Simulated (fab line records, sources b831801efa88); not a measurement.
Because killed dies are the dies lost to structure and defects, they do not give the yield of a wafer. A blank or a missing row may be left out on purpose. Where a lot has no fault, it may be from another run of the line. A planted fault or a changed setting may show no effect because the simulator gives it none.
The tool behind it: which one? | flow gf180mcu | 33 wafers sampled from 11 lots at 1 step of a route of 602

== WHAT EACH GAUGE READ, for each wafer ==
GF_CONTACT_THK_MEAS_03.
lot  | measured     | on            | CONTACT_CVD_02_THK (nm)
L823 | day 15 23:49 | film-metro-04 | 839 835 855
L826 | day 17 00:08 | film-metro-03 | 837 854 868
L827 | day 17 09:02 | film-metro-04 | 856 875 862
L831 | day 18 18:39 | film-metro-04 | 854 867 867
L835 | day 20 07:32 | film-metro-01 | 851 864 870
L838 | day 21 07:44 | film-metro-04 | 848 845 861
L839 | day 21 17:39 | film-metro-03 | 841 855 853
L840 | day 22 02:27 | film-metro-04 | 859 861 868
L841 | day 22 05:01 | film-metro-04 | 859 866 853
L843 | day 22 21:32 | film-metro-01 | 850 871 860
L844 | day 23 06:49 | film-metro-04 | 851 860 874

== WHICH TOOL RAN EACH LOT (tool, then ch and the chambers of the sampled wafers, then the start) ==
Record: no process step prior to these readings.

== THE ANSWER, worked out from the rows above alone ==
Rule: the usual values come from the lots themselves. The widest of any qualifying gaps counts: lots, ordered by their means at a reading, are off when they make up no more than a third of the lots, leave a main group of 4 or more, and stand apart from it by 3 or more times the standard deviation of that group's means. Not used: any main group whose means are identical at the precision the tables above print for the reading. Also off: a lot with no number at a reading for which 4 or more lots have one. All remaining lots with rows at the step are treated as sound.
No lot is off on any of the readings shown, so nothing can be concluded from this.

== WHAT THE SIMULATOR HAD PUT IN ==
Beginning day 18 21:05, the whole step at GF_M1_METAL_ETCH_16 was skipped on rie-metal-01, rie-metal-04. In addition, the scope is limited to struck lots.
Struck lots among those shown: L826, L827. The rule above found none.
